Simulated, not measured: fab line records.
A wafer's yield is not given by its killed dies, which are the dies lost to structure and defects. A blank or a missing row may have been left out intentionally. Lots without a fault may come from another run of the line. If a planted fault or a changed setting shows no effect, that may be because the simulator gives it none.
The tool behind it: which one? | flow gf180mcu | 7 lots (21 wafers sampled), 1 step of a 602-step route

## WHAT THE GAUGES READ, wafer by wafer
GF_V5_THK_MEAS_03.
lot  | measured     | on           | V5_CVD_02_THK (nm)
L297 | day 27 03:49 | filmMetro-01 | 1452 1463 1485
L299 | day 27 07:45 | filmMetro-04 | 1463 1467 1483
L304 | day 28 23:53 | filmMetro-04 | 1450 1418 1476
L310 | day 30 15:37 | filmMetro-04 | 1435 1439 1461
L312 | day 31 04:53 | filmMetro-04 | 1433 1417 1427
L315 | day 31 18:11 | filmMetro-04 | 1435 1469 1456
L317 | day 32 09:40 | filmMetro-01 | 1453 1459 1489

## WHAT TOOL EACH LOT RAN ON (gives the tool, then ch and the chambers of the sampled wafers, and finally the start)
Before these readings, the record contains no process step.

## THE ANSWER, worked out from the rows above alone
Rule: what is usual is taken from the lots themselves. Put in order of their means at a reading, lots are off if they are a third of the lots or fewer, leave a main group of 4 or more, and stand apart from it by a gap of 3 or more times the standard deviation of the main group's means; of several such gaps the widest counts. A main group is skipped when, at the precision printed for the reading in the tables above, its means are all equal. Also off: a lot with no number at a reading for which 4 or more lots have one. The other lots that the step has rows for count as sound.
None of the lots is off at any reading shown; this tells nothing.

## WHAT HAD BEEN PUT IN BY THE SIMULATOR
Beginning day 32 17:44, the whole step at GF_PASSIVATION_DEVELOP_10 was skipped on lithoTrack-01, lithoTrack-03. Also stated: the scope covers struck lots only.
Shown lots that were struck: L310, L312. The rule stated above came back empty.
